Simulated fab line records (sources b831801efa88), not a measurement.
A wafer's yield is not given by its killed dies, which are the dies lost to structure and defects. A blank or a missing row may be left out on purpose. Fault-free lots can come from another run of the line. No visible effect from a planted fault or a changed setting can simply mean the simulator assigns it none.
Chamber matching    flow gf180mcu    3 sister chambers for GF_V5_CVD_02 on pecvd-03
The step deposits SiO2 from TEOS, target thk 1450 nm, time 163.28 s. 3 wafers are shown with their chamber, then 8 later ones without.

## EACH WAFER AND ITS CHAMBER
wafer   chamber  heater-power-w (W)
L084.6  0        563
L086.1  1        743
L087.1  2        626

## WAFERS MISSING THEIR CHAMBER
wafer   heater-power-w (W)
L087.3  707
L087.6  693
L092.2  700
L092.4  569
L092.6  594
L094.3  639
L094.5  569
L094.6  685

## CHAMBER TAKEN BY EACH
wafer   from the rows above           in truth
L087.3  can't be placed: 1 or 2       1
L087.6  can't be placed: 1 or 2       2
L092.2  can't be placed: 1 or 2       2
L092.4  can't be placed: 0 or 2       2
L092.6  can't be placed: 0 or 2       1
L094.3  can't be placed: 2 or 0       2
L094.5  can't be placed: 0 or 2       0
L094.6  can't be placed: 1 or 2 or 0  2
0 of 8 placed correctly. Can't be placed from these rows: 8 (the true chamber is among the candidates in 7). Wrongly placed: 0.
How it was worked out, from the rows above alone: a wafer's distance from a chamber is the root of the sum, over the readings, of the square of ((its reading less the chamber's mean) divided by the reading's scatter). If the next closest chamber is less than 2 further off than the closest, the wafer can't be placed; otherwise it belongs to the closest. Each chamber's mean is taken over the wafers shown for it. The scatter: root of mean squared gap, hidden wafer to nearest shown wafer, with one shown wafer a chamber.
